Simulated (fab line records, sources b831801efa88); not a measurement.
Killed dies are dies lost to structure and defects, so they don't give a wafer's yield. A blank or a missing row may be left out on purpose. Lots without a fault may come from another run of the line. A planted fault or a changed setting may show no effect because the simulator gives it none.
fab line records | flow sky130
record lots=5 wafers=15 last_day=49
route steps=708 shown VIA1@461 METAL2@483
lots that met no fault: from a run of the same line without faults
start_h: hours from the record's first day to the start of the lot's first wafer shown | wait_h: hours since the lot's step before | " the same as in the row above | L1.1+2: a row that stands for several wafers | - no value, or no start given | * or withheld: withheld | < > ~ a bound
route shown NAME@n: a module of which the file shows steps, and the number in the route of the first | usual: mean/standard deviation of fault-free wafers | same: alike in all rows | chamber/n: place in a boat | sites: the reading at each site | _std_site: their standard deviation | _edge_site: outer sites' mean less inner sites' | radius_mm: how far each site lies from the wafer's centre | mask NAME#n: copy n | behind: the tool/chamber that last shaped the wafer | hold: why the lot was held/for how many hours/how that ended | device: the transistor (n, p or np) that didn't switch | end of line: the same wafers' tests at the end of the route | a step without rows: its recipe alone | killed: dies lost to structure and defects at the first sort, not the wafer's yield | map: a wafer's dies, x killed, . not, _ none there
set.NAME: the setting as run; set.NAME@STEP: as run at that earlier step | model.NAME: the simulator's own value behind a step, which no gauge read
lots at some steps of the route; a table a step, a row a wafer
services: from which hour (start_h, from the record's first day; less than 0 if before it) a tool's chamber was out of use, for how many hours, and why
## steps
# step SKY_VIA1_BOW_MEAS_03
# recipe mode=bow
# usual VIA1_BOW=80/6.3
# columns lot.wafer tool chamber start_h wait_h VIA1_BOW[um]
L074.4 film_metro-04 - 754.59 0.3 87
L074.5 " - " " 76
L074.6 " - " " 87
L076.2 film_metro-03 - 784.66 0.3 79
L076.5 " - " " 85
L076.6 " - " " 75
L084.1 film_metro-03 - 850.82 0.2 80
L084.3 " - " " 79
L084.5 " - " " 74
L087.4 film_metro-04 - 867.16 0.3 75
L087.5 " - " " 81
L087.6 " - " " 83
L092.3 film_metro-01 - 907.82 0.2 84
L092.4 " - " " 84
L092.5 " - " " 83
# step SKY_VIA1_DEHYDRATE_04
# recipe temp_c=200 time_s=60
# columns lot.wafer tool chamber start_h wait_h
L074.4+5+6 litho_track-03 0 768.13 13.5
L076.2+5+6 litho_track-02 0 797.81 13.1
L084.1+3+5 litho_track-02 0 863.39 12.5
L087.4+5+6 litho_track-04 0 879.70 12.5
L092.3+4+5 litho_track-02 0 919.59 11.7
# step SKY_VIA1_HMDS_05
# recipe prime_time_s=60 prime_temp_c=120
# columns lot.wafer tool chamber start_h wait_h
L074.4+5+6 litho_track-03 0 768.28 0.1
L076.2+5+6 litho_track-02 0 797.96 0.1
L084.1+3+5 litho_track-02 0 863.54 0.1
L087.4+5+6 litho_track-04 0 879.85 0.1
L092.3+4+5 litho_track-02 0 919.74 0.1
# step SKY_VIA1_COAT_06
# recipe resist=BARC temp_c=withheld time_s=withheld spin_rpm=3000 resist_thk_nm=60
# columns lot.wafer tool chamber start_h wait_h
L074.4+5+6 litho_track-03 0 768.43 0.1
L076.2+5+6 litho_track-02 0 798.11 0.1
L084.1+3+5 litho_track-02 0 863.69 0.1
L087.4+5+6 litho_track-04 0 880.00 0.1
L092.3+4+5 litho_track-02 0 919.89 0.1
# step SKY_VIA1_COAT_07
# recipe resist=KrF-thick spin_rpm=3000 resist_thk_nm=450
# columns lot.wafer tool chamber start_h wait_h
L074.4+5+6 litho_track-03 0 - -
L076.2+5+6 litho_track-02 0 - -
L084.1+3+5 litho_track-02 0 - -
L087.4+5+6 litho_track-04 0 - -
L092.3+4+5 litho_track-02 0 - -
# step SKY_VIA1_SOFTBAKE_08
# recipe temp_c=100 time_s=90 resist=KrF-thick
# columns lot.wafer tool chamber start_h wait_h
L074.4+5+6 litho_track-03 0 - -
L076.2+5+6 litho_track-02 0 - -
L084.1+3+5 litho_track-02 0 - -
L087.4+5+6 litho_track-04 0 - -
L092.3+4+5 litho_track-02 0 - -
# step SKY_VIA1_EXPOSE_09
# recipe mask_id=VIM na=0.8 source_shape=annular sigma_inner=0.55 sigma_outer=0.85 target_cd_nm=150 dose_mj=38
# columns lot.wafer tool chamber start_h wait_h mask
L074.4+5+6 krf_scanner-02 0 - - VIM#0
L076.2+5+6 krf_scanner-01 0 - - VIM#0
L084.1+3+5 krf_scanner-01 0 - - VIM#0
L087.4+5+6 krf_scanner-02 0 - - VIM#0
L092.3+4+5 krf_scanner-02 0 - - VIM#0
# step SKY_VIA1_PEB_10
# recipe peb_temp_c=withheld peb_time_s=withheld resist=KrF-thick
# columns lot.wafer tool chamber start_h wait_h
L074.4+5+6 litho_track-03 0 - -
L076.2+5+6 litho_track-02 0 - -
L084.1+3+5 litho_track-02 0 - -
L087.4+5+6 litho_track-02 0 - -
L092.3+4+5 litho_track-03 0 - -
# step SKY_VIA1_DEVELOP_11
# recipe develop_time_s=60 resist=KrF-thick dev_temp_c=21
# columns lot.wafer tool chamber start_h wait_h
L074.4+5+6 litho_track-03 0 - -
L076.2+5+6 litho_track-02 0 - -
L084.1+3+5 litho_track-02 0 - -
L087.4+5+6 litho_track-02 0 - -
L092.3+4+5 litho_track-03 0 - -
# step SKY_VIA1_CD_MEAS_12
# recipe target_cd_nm=150
# usual cd_nm=149.6/1.5
# columns lot.wafer tool chamber start_h wait_h cd_nm
L074.4 cd_sem-01 - 782.32 - 149.5
L074.5 " - " " 149.3
L074.6 " - " " 146.7
L076.2 cd_sem-02 - 812.31 - 151.8
L076.5 " - " " 150.8
L076.6 " - " " 149.2
L084.1 cd_sem-02 - 877.24 - 149.6
L084.3 " - " " 148.5
L084.5 " - " " 148.5
L087.4 cd_sem-01 - 893.15 - 150.5
L087.5 " - " " 148.8
L087.6 " - " " 148.9
L092.3 cd_sem-01 - 932.40 - 149.0
L092.4 " - " " 150.1
L092.5 " - " " 150.4
# step SKY_VIA1_OVL_MEAS_13
# usual VIA1_OVL=0/5.8
# columns lot.wafer tool chamber start_h wait_h VIA1_OVL[nm]
L074.4 overlay-01 - 782.40 0.1 1
L074.5 " - " " -4
L074.6 " - " " -6
L076.2 overlay-02 - 812.41 0.1 3
L076.5 " - " " 3
L076.6 " - " " -1
L084.1 overlay-02 - 877.36 0.1 -9
L084.3 " - " " -8
L084.5 " - " " -5
L087.4 overlay-02 - 893.23 0.1 -3
L087.5 " - " " -7
L087.6 " - " " -9
L092.3 overlay-01 - 932.49 0.1 -4
L092.4 " - " " -4
L092.5 " - " " -6
# step SKY_VIA1_ETCH_14
# recipe chemistry=N2/H2 target=BARC ion_energy_ev=200 source_w=500 bias_w=100 pressure_mtorr=30 n2_flow_sccm=100 h2_flow_sccm=200 stop_on=SiO2 time_s=45.9 target_depth_a=600
# usual drypump_motor_current_A=5.7/0.59 n2_flow_sccm=99.99/0.27 oes_product_au=0.854/0.0049 throttle_valve_pct=13.224/0.0096
# columns lot.wafer tool chamber start_h wait_h drypump_motor_current_A n2_flow_sccm oes_product_au rf_hours_counter_h throttle_valve_pct
L074.4 rie_diel-04 1 782.41 0.0 5.1 100.19 0.851 13 13.221
L074.5 " 0 " " 6.0 100.21 0.857 - 13.223
L074.6 " 3 " " 6.1 99.95 0.851 - 13.229
L076.2 rie_diel-03 2 812.44 0.0 5.0 99.88 0.857 9 13.237
L076.5 " 2 " " 5.1 99.79 0.860 - 13.227
L076.6 " 3 " " 6.7 99.88 0.848 - 13.241
L084.1 rie_diel-04 3 877.39 0.0 6.0 100.44 0.846 1 13.220
L084.3 " 2 " " 6.5 100.07 0.842 14 13.218
L084.5 " 3 " " 6.1 99.82 0.850 - 13.240
L087.4 rie_diel-02 2 893.26 0.0 5.2 99.95 0.861 - 13.215
L087.5 " 0 " " 5.0 99.72 0.856 - 13.222
L087.6 " 3 " " 5.9 99.50 0.852 - 13.204
L092.3 rie_diel-04 1 932.52 0.0 5.1 99.70 0.859 17 13.234
L092.4 " 2 " " 6.5 99.65 0.851 16 13.221
L092.5 " 0 " " 6.1 100.36 0.861 - 13.217
# step SKY_VIA1_ETCH_15
# recipe target=SiO2 chemistry=C4F8/O2/Ar target_depth_nm=351 stop_on=TiN mask_material=KrF-thick source_w=1500 bias_w=1200 pressure_mtorr=40 c4f8_flow_sccm=withheld O2_flow_sccm=6 Ar_flow_sccm=300 time_s=54
# usual oes_product_au=0.981/0.0053
# columns lot.wafer tool chamber start_h wait_h oes_product_au rf_hours_counter_h
L074.4 rie_diel-04 1 782.46 0.0 0.983 13
L074.5 " 0 " " 0.983 -
L074.6 " 3 " " 0.981 -
L076.2 rie_diel-03 2 812.49 0.0 0.981 9
L076.5 " 2 " " 0.977 -
L076.6 " 3 " " 0.981 -
L084.1 rie_diel-04 3 877.44 0.0 0.983 1
L084.3 " 2 " " 0.970 14
L084.5 " 3 " " 0.986 -
L087.4 rie_diel-02 2 893.31 0.0 0.975 -
L087.5 " 0 " " 0.977 -
L087.6 " 3 " " 0.985 -
L092.3 rie_diel-04 1 932.56 0.0 0.977 17
L092.4 " 2 " " 0.975 16
L092.5 " 0 " " 0.979 -
# step SKY_VIA1_STRIP_16
# recipe chemistry=O2/N2 power_w=1400 pressure_mtorr=1500 platen_temp_c=withheld o2_flow_sccm=3000 n2_flow_sccm=300 overash_fraction=0.5
# usual drypump_motor_current_A=5.5/0.34 n2_flow_sccm=300.0/1 oes_product_au=0.416/0.0053 strip_time_to_endpoint_s=4.458/0.018
# columns lot.wafer tool chamber start_h wait_h drypump_motor_current_A n2_flow_sccm oes_product_au rf_hours_counter_h strip_time_to_endpoint_s
L074.4 plasma_asher-04 1 782.54 0.1 5.0 300.9 0.407 - 4.427
L074.5 " 0 " " 5.4 302.3 0.415 - 4.459
L074.6 " 1 " " 4.9 300.8 0.421 - 4.469
L076.2 plasma_asher-04 0 812.53 0.0 5.4 300.6 0.413 99 4.453
L076.5 " 0 " " 5.4 301.1 0.416 - 4.458
L076.6 " 1 " " 4.9 299.4 0.416 - 4.450
L084.1 plasma_asher-01 0 877.48 0.0 6.1 300.7 0.419 74 4.466
L084.3 " 0 " " 6.1 299.7 0.405 - 4.457
L084.5 " 1 " " 5.9 300.1 0.420 - 4.490
L087.4 plasma_asher-04 0 893.37 0.0 5.4 298.8 0.419 - 4.455
L087.5 " 0 " " 5.5 299.7 0.413 - 4.459
L087.6 " 1 " " 4.9 300.3 0.420 - 4.457
L092.3 plasma_asher-01 1 932.64 0.1 5.9 299.7 0.412 - 4.447
L092.4 " 0 " " 6.0 298.4 0.427 - 4.434
L092.5 " 1 " " 5.9 298.4 0.412 - 4.447
# step SKY_VIA1_STRIP_17
# recipe chemistry=post_etch_residue_remover time_s=1200 temp_c=72.5
# columns lot.wafer tool chamber start_h wait_h
L074.4+5+6 wet_bench-02 1 782.60 0.0
L076.2+5+6 wet_bench-02 0 812.63 0.1
L084.1+3+5 wet_bench-01 3 877.58 0.1
L087.4+5+6 wet_bench-02 0 893.43 0.0
L092.3+4+5 wet_bench-01 1 932.73 0.1
# step SKY_VIA1_CLEAN_18
# recipe chemistry=IPA time_s=180 temp_c=25
# columns lot.wafer tool chamber start_h wait_h
L074.4+5+6 wet_bench-01 0 782.94 0.0
L076.2+5+6 wet_bench-01 2 812.97 0.0
L084.1+3+5 wet_bench-02 2 877.92 0.0
L087.4+5+6 wet_bench-04 1 893.77 0.0
L092.3+4+5 wet_bench-04 1 933.10 0.0
# step SKY_VIA1_CLEAN_19
# recipe chemistry=O3/DIW dry=n2_spin
# columns lot.wafer tool chamber start_h wait_h
L074.4+5+6 wet_bench-04 1 783.00 0.0
L076.2+5+6 wet_bench-01 1 813.03 0.0
L084.1+3+5 wet_bench-04 2 877.98 0.0
L087.4+5+6 wet_bench-02 1 893.83 0.0
L092.3+4+5 wet_bench-01 2 933.16 0.0
# step SKY_VIA1_SPUTTER_20
# recipe material=TiN target_thk_nm=20 chamber_pressure_pa=5 power_w=4000 time_s=80
# usual throttle_valve_pct=29.5/0.84
# columns lot.wafer tool chamber start_h wait_h throttle_valve_pct
L074.4 pvd_sputter-04 - 783.10 0.0 30.1
L074.5 " - " " 29.0
L074.6 " - " " 29.3
L076.2 pvd_sputter-04 - 813.12 0.0 30.8
L076.5 " - " " 29.5
L076.6 " - " " 28.8
L084.1 pvd_sputter-04 - 878.07 0.0 29.5
L084.3 " - " " 31.1
L084.5 " - " " 30.9
L087.4 pvd_sputter-03 - 893.92 0.0 29.0
L087.5 " - " " 30.0
L087.6 " - " " 27.8
L092.3 pvd_sputter-03 - 933.26 0.0 29.0
L092.4 " - " " 29.8
L092.5 " - " " 30.1
# step SKY_VIA1_CVD_21
# recipe material=W target_thk_nm=270 time_s=80.902 temp_c=400 pressure_torr=40
# usual heater_power_w=871/63
# columns lot.wafer tool chamber start_h wait_h heater_power_w
L074.4 cvd_w-01 1 783.20 0.1 769
L074.5 " 1 " " 790
L074.6 " 0 " " 893
L076.2 cvd_w-02 0 813.19 0.0 937
L076.5 " 1 " " 911
L076.6 " 0 " " 939
L084.1 cvd_w-02 1 878.14 0.0 928
L084.3 " 0 " " 961
L084.5 " 0 " " 941
L087.4 cvd_w-01 1 894.02 0.1 785
L087.5 " 1 " " 780
L087.6 " 0 " " 896
L092.3 cvd_w-02 1 933.35 0.1 900
L092.4 " 0 " " 959
L092.5 " 1 " " 921
# step SKY_VIA1_RS_MEAS_22
# recipe thk_meas_gauge=four-point-probe reads=W_of_VIA1_CVD_21+TiN_of_VIA1_SPUTTER_20
# usual VIA1_W_RS=0.425/0.004
# columns lot.wafer tool chamber start_h wait_h VIA1_W_RS[ohm/sq]
L074.4 film_metro-01 - 783.32 0.1 0.424
L074.5 " - " " 0.424
L074.6 " - " " 0.429
L076.2 film_metro-03 - 813.30 0.1 0.425
L076.5 " - " " 0.426
L076.6 " - " " 0.425
L084.1 film_metro-03 - 878.23 0.1 0.422
L084.3 " - " " 0.416
L084.5 " - " " 0.425
L087.4 film_metro-04 - 894.14 0.1 0.423
L087.5 " - " " 0.422
L087.6 " - " " 0.424
L092.3 film_metro-03 - 933.45 0.1 0.423
L092.4 " - " " 0.423
L092.5 " - " " 0.422
# step SKY_VIA1_THK_MEAS_23
# recipe thk_meas_gauge=xrf reads=W_of_VIA1_CVD_21
# usual VIA1_W_THK=272/3.1
# columns lot.wafer tool chamber start_h wait_h VIA1_W_THK[nm]
L074.4 film_metro-01 - 783.41 0.1 273
L074.5 " - " " 273
L074.6 " - " " 271
L076.2 film_metro-03 - 813.41 0.1 272
L076.5 " - " " 271
L076.6 " - " " 271
L084.1 film_metro-03 - 878.35 0.1 278
L084.3 " - " " 280
L084.5 " - " " 276
L087.4 film_metro-04 - 894.23 0.1 271
L087.5 " - " " 271
L087.6 " - " " 270
L092.3 film_metro-03 - 933.55 0.1 274
L092.4 " - " " 272
L092.5 " - " " 274
# step SKY_VIA1_CMP_24
# recipe stop_on=SiO2 t_overpolish_s=15 down_force_psi=3.5 platen_rpm=60 target_thk_nm=0 pad_velocity_m_s=0.94248
# usual motor_current_A=11.2/0.86 overpolish_run_s=15.001/0.0086 retaining_ring_pressure_frac=0.999/0.0048 slurry_filter_dp_kPa=13.49/0.14 time_to_endpoint_s=66.6/2.6
# columns lot.wafer tool chamber start_h wait_h motor_current_A overpolish_run_s retaining_ring_pressure_frac slurry_filter_dp_kPa time_to_endpoint_s
L074.4 cmp-02 0 783.59 0.2 10.3 14.997 1.000 13.61 63.4
L074.6 " 1 " " 11.1 15.006 1.010 13.85 64.4
L074.5 " 2 " " 11.9 15.011 1.000 13.57 68.3
L076.2 cmp-02 2 813.51 0.1 11.4 14.993 0.991 13.42 62.7
L076.5 " 1 " " 11.7 15.002 1.006 13.61 65.0
L076.6 " 2 " " 12.0 14.992 1.001 13.58 65.0
L084.1 cmp-01 0 878.51 0.1 10.3 15.001 1.006 13.46 64.2
L084.3 " 1 " " 11.8 15.002 1.001 13.58 67.0
L084.5 " 3 " " 11.2 15.004 1.002 13.75 67.0
L087.4 cmp-01 3 894.26 0.0 12.1 14.999 0.998 13.28 69.9
L087.6 " 3 " " 11.6 15.001 1.000 13.29 68.7
L087.5 " 0 " " 10.4 15.003 0.995 13.51 67.3
L092.4 cmp-02 0 933.59 0.0 10.1 15.004 0.999 13.55 67.8
L092.3 " 1 " " 11.7 14.986 1.004 13.45 67.0
L092.5 " 0 " " 9.8 15.015 0.996 13.47 66.7
# step SKY_METAL2_SPUTTER_00
# recipe material=Ti target_thk_nm=15 power_w=3000 time_s=10 chamber_pressure_pa=0.4
# usual throttle_valve_pct=29.5/1.3
# columns lot.wafer tool chamber start_h wait_h throttle_valve_pct
L074.4 pvd_sputter-04 - 783.74 0.1 31.2
L074.5 " - " " 28.8
L074.6 " - " " 29.4
L076.2 pvd_sputter-03 - 813.76 0.2 27.8
L076.5 " - " " 30.2
L076.6 " - " " 27.9
L084.1 pvd_sputter-02 - 878.71 0.1 28.7
L084.3 " - " " 29.9
L084.5 " - " " 31.5
L087.4 pvd_sputter-04 - 894.56 0.2 30.7
L087.5 " - " " 30.2
L087.6 " - " " 31.0
L092.3 pvd_sputter-03 - 933.89 0.2 29.9
L092.4 " - " " 28.9
L092.5 " - " " 28.8
# step SKY_METAL2_SPUTTER_01
# recipe material=TiN target_thk_nm=20 power_w=6500 time_s=16.7 chamber_pressure_pa=0.4
# usual throttle_valve_pct=29.5/1.3
# columns lot.wafer tool chamber start_h wait_h throttle_valve_pct
L074.4 pvd_sputter-04 - 783.76 0.0 31.1
L074.5 " - " " 29.1
L074.6 " - " " 29.5
L076.2 pvd_sputter-03 - 813.78 0.0 27.7
L076.5 " - " " 30.6
L076.6 " - " " 27.6
L084.1 pvd_sputter-02 - 878.73 0.0 28.7
L084.3 " - " " 30.3
L084.5 " - " " 31.1
L087.4 pvd_sputter-04 - 894.58 0.0 31.1
L087.5 " - " " 30.3
L087.6 " - " " 30.9
L092.3 pvd_sputter-03 - 933.92 0.0 29.9
L092.4 " - " " 28.8
L092.5 " - " " 28.8
# step SKY_METAL2_SPUTTER_02
# recipe material=AlCu target_thk_nm=250 power_w=10600 time_s=13.3 chamber_pressure_pa=0.4
# usual throttle_valve_pct=29.4/1.3
# columns lot.wafer tool chamber start_h wait_h throttle_valve_pct
L074.4 pvd_sputter-04 - 783.79 0.0 31.1
L074.5 " - " " 28.8
L074.6 " - " " 29.3
L076.2 pvd_sputter-03 - 813.81 0.0 27.8
L076.5 " - " " 30.2
L076.6 " - " " 27.6
L084.1 pvd_sputter-02 - 878.76 0.0 28.7
L084.3 " - " " 30.3
L084.5 " - " " 31.4
L087.4 pvd_sputter-04 - 894.61 0.0 30.8
L087.5 " - " " 29.8
L087.6 " - " " 30.9
L092.3 pvd_sputter-03 - 933.94 0.0 29.7
L092.4 " - " " 28.7
L092.5 " - " " 28.9
# step SKY_METAL2_SPUTTER_03
# recipe material=Ti target_thk_nm=5 power_w=3000 time_s=3.3 chamber_pressure_pa=0.4
# usual throttle_valve_pct=29.4/1.3
# columns lot.wafer tool chamber start_h wait_h throttle_valve_pct
L074.4 pvd_sputter-04 - 783.81 0.0 31.0
L074.5 " - " " 28.6
L074.6 " - " " 29.8
L076.2 pvd_sputter-03 - 813.83 0.0 27.9
L076.5 " - " " 30.3
L076.6 " - " " 27.6
L084.1 pvd_sputter-02 - 878.78 0.0 28.7
L084.3 " - " " 30.3
L084.5 " - " " 31.2
L087.4 pvd_sputter-04 - 894.63 0.0 30.9
L087.5 " - " " 30.2
L087.6 " - " " 30.7
L092.3 pvd_sputter-03 - 933.97 0.0 30.0
L092.4 " - " " 28.9
L092.5 " - " " 28.8
# step SKY_METAL2_SPUTTER_04
# recipe material=TiN target_thk_nm=70 power_w=6500 time_s=58.3 chamber_pressure_pa=0.4
# usual throttle_valve_pct=29.4/1.3
# columns lot.wafer tool chamber start_h wait_h throttle_valve_pct
L074.4 pvd_sputter-04 - 783.83 0.0 31.0
L074.5 " - " " 28.6
L074.6 " - " " 29.3
L076.2 pvd_sputter-03 - 813.85 0.0 27.9
L076.5 " - " " 30.3
L076.6 " - " " 27.8
L084.1 pvd_sputter-02 - 878.80 0.0 28.5
L084.3 " - " " 30.2
L084.5 " - " " 31.6
L087.4 pvd_sputter-04 - 894.65 0.0 31.1
L087.5 " - " " 30.0
L087.6 " - " " 31.0
L092.3 pvd_sputter-03 - 933.98 0.0 29.9
L092.4 " - " " 28.8
L092.5 " - " " 28.7
# step SKY_METAL2_RS_MEAS_05
# recipe thk_meas_gauge=four-point-probe reads=TiN_of_METAL2_SPUTTER_04+Ti_of_METAL2_SPUTTER_03+AlCu_of_METAL2_SPUTTER_02+TiN_of_METAL2_SPUTTER_01+Ti_of_METAL2_SPUTTER_00
# usual METAL2_ALCU_RS=0.1267/0.0013
# columns lot.wafer tool chamber start_h wait_h METAL2_ALCU_RS[ohm/sq]
L074.4 film_metro-01 - 783.94 0.1 0.1261
L074.5 " - " " 0.1271
L074.6 " - " " 0.1261
L076.2 film_metro-02 - 813.92 0.0 0.1259
L076.5 " - " " 0.1257
L076.6 " - " " 0.1245
L084.1 film_metro-03 - 878.90 0.1 0.1274
L084.3 " - " " 0.1259
L084.5 " - " " 0.1251
L087.4 film_metro-01 - 894.76 0.1 0.1283
L087.5 " - " " 0.1272
L087.6 " - " " 0.1289
L092.3 film_metro-01 - 934.07 0.1 0.1245
L092.4 " - " " 0.1259
L092.5 " - " " 0.1260
# step SKY_METAL2_THK_MEAS_06
# recipe thk_meas_gauge=xrf reads=AlCu_of_METAL2_SPUTTER_02
# usual METAL2_ALCU_THK=251.2/2.8
# columns lot.wafer tool chamber start_h wait_h METAL2_ALCU_THK[nm]
L074.4 film_metro-01 - 784.03 0.1 251.0
L074.5 " - " " 249.9
L074.6 " - " " 251.0
L076.2 film_metro-02 - 814.03 0.1 252.9
L076.5 " - " " 252.3
L076.6 " - " " 256.5
L084.1 film_metro-03 - 879.02 0.1 251.1
L084.3 " - " " 252.1
L084.5 " - " " 256.6
L087.4 film_metro-01 - 894.85 0.1 250.8
L087.5 " - " " 250.7
L087.6 " - " " 249.7
L092.3 film_metro-01 - 934.17 0.1 257.2
L092.4 " - " " 254.0
L092.5 " - " " 255.7
# step SKY_METAL2_DEHYDRATE_07
# recipe temp_c=200 time_s=60
# columns lot.wafer tool chamber start_h wait_h
L074.4+5+6 litho_track-03 0 796.18 12.1
L076.2+5+6 litho_track-04 0 827.05 13.0
L084.1+3+5 litho_track-04 0 890.57 11.5
L087.4+5+6 litho_track-01 0 907.01 12.1
L092.3+4+5 litho_track-01 0 945.18 11.0
# step SKY_METAL2_HMDS_08
# recipe prime_time_s=60 prime_temp_c=120
# columns lot.wafer tool chamber start_h wait_h
L074.4+5+6 litho_track-03 0 796.33 0.1
L076.2+5+6 litho_track-04 0 827.20 0.1
L084.1+3+5 litho_track-04 0 890.72 0.1
L087.4+5+6 litho_track-01 0 907.16 0.1
L092.3+4+5 litho_track-01 0 945.33 0.1
# step SKY_METAL2_COAT_09
# recipe resist=BARC temp_c=withheld time_s=withheld spin_rpm=3000 resist_thk_nm=60
# columns lot.wafer tool chamber start_h wait_h
L074.4+5+6 litho_track-03 0 796.48 0.1
L076.2+5+6 litho_track-04 0 827.35 0.1
L084.1+3+5 litho_track-04 0 890.87 0.1
L087.4+5+6 litho_track-01 0 907.31 0.1
L092.3+4+5 litho_track-01 0 945.48 0.1
# step SKY_METAL2_COAT_10
# recipe resist=KrF-thick spin_rpm=3000 resist_thk_nm=450
# columns lot.wafer tool chamber start_h wait_h
L074.4+5+6 litho_track-03 0 - -
L076.2+5+6 litho_track-04 0 - -
L084.1+3+5 litho_track-04 0 - -
L087.4+5+6 litho_track-01 0 - -
L092.3+4+5 litho_track-01 0 - -
# step SKY_METAL2_SOFTBAKE_11
# recipe temp_c=100 time_s=90 resist=KrF-thick
# columns lot.wafer tool chamber start_h wait_h
L074.4+5+6 litho_track-03 0 - -
L076.2+5+6 litho_track-04 0 - -
L084.1+3+5 litho_track-04 0 - -
L087.4+5+6 litho_track-01 0 - -
L092.3+4+5 litho_track-01 0 - -
# step SKY_METAL2_EXPOSE_12
# recipe mask_id=MM2 na=0.8 source_shape=annular sigma_inner=0.55 sigma_outer=0.85 target_cd_nm=140 dose_mj=28
# columns lot.wafer tool chamber start_h wait_h mask
L074.4+5+6 krf_scanner-02 0 - - MM2#0
L076.2+5+6 krf_scanner-02 0 - - MM2#0
L084.1+3+5 krf_scanner-02 0 - - MM2#0
L087.4+5+6 krf_scanner-02 0 - - MM2#0
L092.3+4+5 krf_scanner-01 0 - - MM2#0
# step SKY_METAL2_PEB_13
# recipe peb_temp_c=withheld peb_time_s=withheld resist=KrF-thick
# columns lot.wafer tool chamber start_h wait_h
L074.4+5+6 litho_track-04 0 - -
L076.2+5+6 litho_track-04 0 - -
L084.1+3+5 litho_track-03 0 - -
L087.4+5+6 litho_track-04 0 - -
L092.3+4+5 litho_track-04 0 - -
# step SKY_METAL2_DEVELOP_14
# recipe develop_time_s=60 resist=KrF-thick dev_temp_c=21
# columns lot.wafer tool chamber start_h wait_h
L074.4+5+6 litho_track-04 0 - -
L076.2+5+6 litho_track-04 0 - -
L084.1+3+5 litho_track-03 0 - -
L087.4+5+6 litho_track-04 0 - -
L092.3+4+5 litho_track-04 0 - -
# step SKY_METAL2_CD_MEAS_15
# recipe target_cd_nm=140
# usual cd_nm=140.1/1.5
# columns lot.wafer tool chamber start_h wait_h cd_nm
L074.4 cd_sem-01 - 810.23 - 139.3
L074.5 " - " " 139.1
L074.6 " - " " 137.7
L076.2 cd_sem-01 - 840.88 - 140.4
L076.5 " - " " 140.0
L076.6 " - " " 140.9
L084.1 cd_sem-01 - 904.06 - 141.8
L084.3 " - " " 139.8
L084.5 " - " " 140.5
L087.4 cd_sem-01 - 919.73 - 140.8
L087.5 " - " " 140.3
L087.6 " - " " 141.4
L092.3 cd_sem-02 - 958.36 - 140.9
L092.4 " - " " 140.8
L092.5 " - " " 139.7
# step SKY_METAL2_OVL_MEAS_16
# usual METAL2_OVL=-1/6.3
# columns lot.wafer tool chamber start_h wait_h METAL2_OVL[nm]
L074.4 overlay-02 - 810.31 0.1 -16
L074.5 " - " " -11
L074.6 " - " " -11
L076.2 overlay-01 - 840.98 0.1 6
L076.5 " - " " -12
L076.6 " - " " 1
L084.1 overlay-02 - 904.18 0.1 2
L084.3 " - " " 8
L084.5 " - " " 4
L087.4 overlay-02 - 919.81 0.1 4
L087.5 " - " " -2
L087.6 " - " " 4
L092.3 overlay-01 - 958.46 0.1 5
L092.4 " - " " 1
L092.5 " - " " 1
# step SKY_METAL2_DESCUM_17
# recipe chemistry=O2 source_power_w=150 bias_power_w=0 pressure_mtorr=10 temp_c=40 time_s=8
# usual drypump_motor_current_A=5.8/0.51 oes_product_au=1.001/0.0067
# same bias_power_w=0
# columns lot.wafer tool chamber start_h wait_h drypump_motor_current_A oes_product_au rf_hours_counter_h
L074.4 rie_metal-02 0 810.34 0.0 6.2 1.006 -
L074.5 " 0 " " 6.2 1.008 -
L074.6 " 1 " " 6.3 1.013 -
L076.2 rie_metal-02 0 841.01 0.0 6.2 0.991 7
L076.5 " 1 " " 6.3 1.005 -
L076.6 " 0 " " 6.2 1.002 -
L084.1 rie_metal-03 0 904.22 0.0 5.0 0.995 11
L084.3 " 1 " " 5.9 1.000 -
L084.5 " 0 " " 5.0 1.001 -
L087.4 rie_metal-02 1 919.84 0.0 6.2 0.995 -
L087.5 " 1 " " 6.3 1.011 -
L087.6 " 0 " " 6.2 1.007 -
L092.3 rie_metal-02 1 958.49 0.0 6.3 1.002 -
L092.4 " 0 " " 6.2 0.997 -
L092.5 " 1 " " 6.3 1.006 -
# step SKY_METAL2_ETCH_18
# recipe chemistry=N2/H2 target=BARC ion_energy_ev=200 bias_w=100 pressure_mtorr=30 n2_flow_sccm=100 h2_flow_sccm=200 icp_w=500 stop_on=SiO2 time_s=45.9 target_depth_a=600
# usual drypump_motor_current_A=5.8/0.51 n2_flow_sccm=100.0/0.3 oes_product_au=0.854/0.0049 throttle_valve_pct=13.226/0.0092
# columns lot.wafer tool chamber start_h wait_h drypump_motor_current_A n2_flow_sccm oes_product_au rf_hours_counter_h throttle_valve_pct
L074.4 rie_metal-02 0 810.38 0.0 6.2 99.8 0.865 - 13.228
L074.5 " 0 " " 6.2 100.4 0.858 - 13.224
L074.6 " 1 " " 6.3 100.1 0.858 - 13.237
L076.2 rie_metal-02 0 841.05 0.0 6.2 100.0 0.862 7 13.236
L076.5 " 1 " " 6.3 100.3 0.854 - 13.222
L076.6 " 0 " " 6.2 99.9 0.861 - 13.236
L084.1 rie_metal-03 0 904.25 0.0 5.0 99.9 0.856 11 13.219
L084.3 " 1 " " 5.9 100.7 0.850 - 13.230
L084.5 " 0 " " 5.0 100.1 0.846 - 13.251
L087.4 rie_metal-02 1 919.88 0.0 6.3 100.0 0.852 - 13.234
L087.5 " 1 " " 6.3 99.5 0.860 - 13.223
L087.6 " 0 " " 6.2 99.6 0.855 - 13.224
L092.3 rie_metal-02 1 958.53 0.0 6.3 100.2 0.858 - 13.208
L092.4 " 0 " " 6.2 100.9 0.862 - 13.217
L092.5 " 1 " " 6.3 100.0 0.861 - 13.235
## services
# columns tool chamber start_h hours kind
rie_diel-04 0 754.58 4.4 repair
krf_scanner-02 - 771.41 0.3 repair
pvd_sputter-02 - 782.67 3.3 repair
rie_diel-04 1 786.71 3.7 repair
pvd_sputter-04 - 786.95 4.6 repair
krf_scanner-02 - 798.74 0.6 repair
pvd_sputter-03 - 821.12 5.7 repair
pvd_sputter-02 - 833.03 6.0 repair
krf_scanner-02 - 836.22 4.4 pm
pvd_sputter-02 - 848.86 2.2 repair
rie_diel-04 - 848.90 2.8 pm
wet_bench-02 - 854.92 3.6 repair
krf_scanner-02 - 855.68 0.8 pm
krf_scanner-02 - 866.00 1.3 pm
krf_scanner-02 - 874.35 1.0 pm
rie_diel-04 - 879.80 0.5 repair
rie_metal-02 1 882.65 29.8 repair
pvd_sputter-03 - 911.40 2.3 repair
pvd_sputter-02 - 922.04 4.1 repair
krf_scanner-02 - 929.63 3.6 pm
rie_diel-04 1 939.29 1.6 repair
krf_scanner-02 - 939.97 0.7 repair
krf_scanner-02 - 946.00 6.7 repair
krf_scanner-02 - 949.83 0.6 repair
## key
fault none
